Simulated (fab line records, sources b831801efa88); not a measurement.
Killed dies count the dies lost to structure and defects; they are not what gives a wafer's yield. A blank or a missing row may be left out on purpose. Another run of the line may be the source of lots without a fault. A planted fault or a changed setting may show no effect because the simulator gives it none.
Which tool did it? / flow gf180mcu / Sampling: 13 lots, 39 wafers, 5 of 602 route steps

== WHAT THE GAUGES SHOWED, per wafer ==
GF_HV_LDD_TW_MEAS_50.
lot=L505; measured=day 12 15:59; on=film metro-02; HV_LDD_4_TW=578 578 578
lot=L507; measured=day 13 06:47; on=film metro-04; HV_LDD_4_TW=559 564 561
lot=L508; measured=day 13 10:49; on=film metro-04; HV_LDD_4_TW=560 558 561
lot=L509; measured=day 13 21:47; on=film metro-04; HV_LDD_4_TW=557 559 557
lot=L510; measured=day 14 03:09; on=film metro-02; HV_LDD_4_TW=576 579 578
lot=L514; measured=day 15 06:58; on=film metro-04; HV_LDD_4_TW=501 499 501
lot=L515; measured=day 15 19:05; on=film metro-03; HV_LDD_4_TW=515 516 517
lot=L516; measured=day 16 00:05; on=film metro-04; HV_LDD_4_TW=507 507 505
lot=L523; measured=day 18 10:56; on=film metro-04; HV_LDD_4_TW=558 560 561
lot=L524; measured=day 18 19:29; on=film metro-02; HV_LDD_4_TW=577 578 578
lot=L525; measured=day 19 00:26; on=film metro-03; HV_LDD_4_TW=580 577 580
lot=L526; measured=day 19 09:37; on=film metro-02; HV_LDD_4_TW=576 576 575
lot=L527; measured=day 20 06:23; on=film metro-02; HV_LDD_4_TW=571 572 572

GF_CONTACT_THK_MEAS_01.
lot=L505; measured=day 15 11:25; on=film metro-03; CONTACT_CVD_00_THK (nm)=301 296 304
lot=L507; measured=day 16 03:05; on=film metro-02; CONTACT_CVD_00_THK (nm)=302 307 300
lot=L508; measured=day 16 06:50; on=film metro-04; CONTACT_CVD_00_THK (nm)=307 304 303
lot=L509; measured=day 16 20:10; on=film metro-03; CONTACT_CVD_00_THK (nm)=298 302 301
lot=L510; measured=day 17 02:14; on=film metro-02; CONTACT_CVD_00_THK (nm)=302 299 302
lot=L514; measured=day 18 08:26; on=film metro-04; CONTACT_CVD_00_THK (nm)=305 306 302
lot=L515; measured=day 18 21:31; on=film metro-03; CONTACT_CVD_00_THK (nm)=298 295 302
lot=L516; measured=day 19 02:19; on=film metro-04; CONTACT_CVD_00_THK (nm)=293 295 297
lot=L523; measured=day 21 16:33; on=film metro-03; CONTACT_CVD_00_THK (nm)=300 300 302
lot=L524; measured=day 22 01:59; on=film metro-02; CONTACT_CVD_00_THK (nm)=295 295 292
lot=L525; measured=day 22 05:31; on=film metro-02; CONTACT_CVD_00_THK (nm)=300 297 298
lot=L526; measured=day 22 14:31; on=film metro-04; CONTACT_CVD_00_THK (nm)=297 303 300
lot=L527; measured=day 23 10:32; on=film metro-03; CONTACT_CVD_00_THK (nm)=299 303 303

GF_V1_CD_MEAS_14: target cd 260 nm.
lot=L505; measured=day 18 11:00; on=cd sem-01; cd nm (nm)=260.7 260.3 259.6
lot=L507; measured=day 19 05:03; on=cd sem-02; cd nm (nm)=260.5 259.9 260.9
lot=L508; measured=day 19 07:39; on=cd sem-01; cd nm (nm)=260.4 261.5 261.8
lot=L509; measured=day 20 00:53; on=cd sem-02; cd nm (nm)=259.3 260.4 259.6
lot=L510; measured=day 20 04:40; on=cd sem-01; cd nm (nm)=262.8 262.7 262.3
lot=L514; measured=day 21 10:43; on=cd sem-02; cd nm (nm)=257.8 258.0 258.5
lot=L515; measured=day 22 01:27; on=cd sem-02; cd nm (nm)=261.7 261.0 261.3
lot=L516; measured=day 22 05:44; on=cd sem-02; cd nm (nm)=258.8 259.5 259.7
lot=L523; measured=day 24 16:30; on=cd sem-02; cd nm (nm)=261.7 260.0 261.0
lot=L524; measured=day 25 02:12; on=cd sem-01; cd nm (nm)=259.8 259.1 259.9
lot=L525; measured=day 25 05:26; on=cd sem-02; cd nm (nm)=259.5 259.2 259.3
lot=L526; measured=day 25 12:40; on=cd sem-01; cd nm (nm)=260.0 260.4 260.5
lot=L527; measured=day 26 07:33; on=cd sem-01; cd nm (nm)=260.4 260.4 260.0

== WHICH TOOL RAN EACH LOT (tool, then ch and the chambers of the sampled wafers, then the start) ==
lot=L505; GF_HV_LDD_IMPLANT_48=implanter-02 ch 0, day 12 15:44; GF_CONTACT_ETCH_16=rie diel-04 ch 0,1,2, day 16 10:33
lot=L507; GF_HV_LDD_IMPLANT_48=implanter-03 ch 0, day 13 06:32; GF_CONTACT_ETCH_16=rie diel-02 ch 1,2,3, day 17 02:41
lot=L508; GF_HV_LDD_IMPLANT_48=implanter-03 ch 0, day 13 10:34; GF_CONTACT_ETCH_16=rie diel-01 ch 0,1,2, day 17 06:02
lot=L509; GF_HV_LDD_IMPLANT_48=implanter-04 ch 0, day 13 21:34; GF_CONTACT_ETCH_16=rie diel-02 ch 1,2,3, day 17 20:29
lot=L510; GF_HV_LDD_IMPLANT_48=implanter-03 ch 0, day 14 02:55; GF_CONTACT_ETCH_16=rie diel-01 ch 0,1,3, day 18 02:03
lot=L514; GF_HV_LDD_IMPLANT_48=implanter-03 ch 0, day 15 06:46; GF_CONTACT_ETCH_16=rie diel-02 ch 0,1,2, day 19 09:13
lot=L515; GF_HV_LDD_IMPLANT_48=implanter-03 ch 0, day 15 18:50; GF_CONTACT_ETCH_16=rie diel-01 ch 0,1,3, day 19 22:18
lot=L516; GF_HV_LDD_IMPLANT_48=implanter-03 ch 0, day 15 23:50; GF_CONTACT_ETCH_16=rie diel-04 ch 0,1, day 20 03:12
lot=L523; GF_HV_LDD_IMPLANT_48=implanter-02 ch 0, day 18 10:41; GF_CONTACT_ETCH_16=rie diel-04 ch 0,2,3, day 22 16:47
lot=L524; GF_HV_LDD_IMPLANT_48=implanter-03 ch 0, day 18 19:16; GF_CONTACT_ETCH_16=rie diel-04 ch 0,1,3, day 23 02:08
lot=L525; GF_HV_LDD_IMPLANT_48=implanter-02 ch 0, day 19 00:11; GF_CONTACT_ETCH_16=rie diel-01 ch 0,1,2, day 23 05:36
lot=L526; GF_HV_LDD_IMPLANT_48=implanter-03 ch 0, day 19 09:23; GF_CONTACT_ETCH_16=rie diel-04 ch 1,3, day 23 14:17
lot=L527; GF_HV_LDD_IMPLANT_48=implanter-02 ch 0, day 20 06:08; GF_CONTACT_ETCH_16=rie diel-02 ch 0,2,3, day 24 09:26
- GF_HV_LDD_IMPLANT_48
- GF_CONTACT_ETCH_16: etches BARC in N2/H2.

== WHAT THE TOOLS THEMSELVES READ (means of the sampled wafers that have a number; where no wafer has one, the mark that the record gives instead) ==
GF_HV_LDD_IMPLANT_48.
lot=L505; tool=implanter-02; tilt deg (degrees)=7.028
lot=L507; tool=implanter-03; tilt deg (degrees)=6.986
lot=L508; tool=implanter-03; tilt deg (degrees)=7.017
lot=L509; tool=implanter-04; tilt deg (degrees)=6.992
lot=L510; tool=implanter-03; tilt deg (degrees)=7.021
lot=L514; tool=implanter-03; tilt deg (degrees)=-0.008
lot=L515; tool=implanter-03; tilt deg (degrees)=0.024
lot=L516; tool=implanter-03; tilt deg (degrees)=0.008
lot=L523; tool=implanter-02; tilt deg (degrees)=7.008
lot=L524; tool=implanter-03; tilt deg (degrees)=7.021
lot=L525; tool=implanter-02; tilt deg (degrees)=6.987
lot=L526; tool=implanter-03; tilt deg (degrees)=7.018
lot=L527; tool=implanter-02; tilt deg (degrees)=7.000

GF_CONTACT_ETCH_16.
lot=L505; tool=rie diel-04; chamber pressure mTorr (mTorr)=29.996; drypump motor current A (A)=5.4; oes product au (a.u.)=0.854; throttle valve pct (%)=13.224
lot=L507; tool=rie diel-02; chamber pressure mTorr (mTorr)=30.001; drypump motor current A (A)=5.3; oes product au (a.u.)=0.857; throttle valve pct (%)=13.215
lot=L508; tool=rie diel-01; chamber pressure mTorr (mTorr)=30.009; drypump motor current A (A)=5.6; oes product au (a.u.)=0.858; throttle valve pct (%)=13.219
lot=L509; tool=rie diel-02; chamber pressure mTorr (mTorr)=30.003; drypump motor current A (A)=5.3; oes product au (a.u.)=0.856; throttle valve pct (%)=13.231
lot=L510; tool=rie diel-01; chamber pressure mTorr (mTorr)=29.993; drypump motor current A (A)=5.4; oes product au (a.u.)=0.856; throttle valve pct (%)=13.216
lot=L514; tool=rie diel-02; chamber pressure mTorr (mTorr)=29.996; drypump motor current A (A)=5.4; oes product au (a.u.)=0.855; throttle valve pct (%)=13.230
lot=L515; tool=rie diel-01; chamber pressure mTorr (mTorr)=29.985; drypump motor current A (A)=5.4; oes product au (a.u.)=0.850; throttle valve pct (%)=13.224
lot=L516; tool=rie diel-04; chamber pressure mTorr (mTorr)=30.010; drypump motor current A (A)=5.2; oes product au (a.u.)=0.852; throttle valve pct (%)=13.227
lot=L523; tool=rie diel-04; chamber pressure mTorr (mTorr)=30.016; drypump motor current A (A)=5.4; oes product au (a.u.)=0.856; throttle valve pct (%)=13.233
lot=L524; tool=rie diel-04; chamber pressure mTorr (mTorr)=30.001; drypump motor current A (A)=5.4; oes product au (a.u.)=0.858; throttle valve pct (%)=13.224
lot=L525; tool=rie diel-01; chamber pressure mTorr (mTorr)=30.018; drypump motor current A (A)=5.6; oes product au (a.u.)=0.857; throttle valve pct (%)=13.218
lot=L526; tool=rie diel-04; chamber pressure mTorr (mTorr)=30.007; drypump motor current A (A)=5.6; oes product au (a.u.)=0.857; throttle valve pct (%)=13.229
lot=L527; tool=rie diel-02; chamber pressure mTorr (mTorr)=29.997; drypump motor current A (A)=5.2; oes product au (a.u.)=0.852; throttle valve pct (%)=13.219

== THE ANSWER, worked out from the rows above alone ==
Rule: the lots themselves supply what counts as usual. Put in order of their means at a reading, lots are off if they are a third of the lots or fewer, leave a main group of 4 or more, and stand apart from it by a gap of 3 or more times the standard deviation of the main group's means; of several such gaps the widest counts. Not used: any main group whose means are identical at the precision the tables above print for the reading. Also off: a lot with no number at a reading for which 4 or more lots have one. Where the step has rows for the other lots, those lots are counted as sound. The gauges are gone through in route order, then the tools' own readings, and for those a lot's mean is taken as printed above. At the first step where some lot is off, the reading lying furthest off is the one used; lots without a number count as furthest.
Off: at GF_HV_LDD_TW_MEAS_50 (HV_LDD_4_TW), L514, L515, L516. The main group: mean 570, standard deviation 8.6.
If a tool, at a process step before that reading, ran all the lots that are off and no sound lot after the first of them, it fits. The gauges at GF_HV_LDD_TW_MEAS_50 aren't tried: what is off there is off at GF_HV_LDD_IMPLANT_48 too, on other tools, and a gauge's error can't cause that. Of those tried, none fits.

== WHAT THE SIMULATOR HAD INSERTED ==
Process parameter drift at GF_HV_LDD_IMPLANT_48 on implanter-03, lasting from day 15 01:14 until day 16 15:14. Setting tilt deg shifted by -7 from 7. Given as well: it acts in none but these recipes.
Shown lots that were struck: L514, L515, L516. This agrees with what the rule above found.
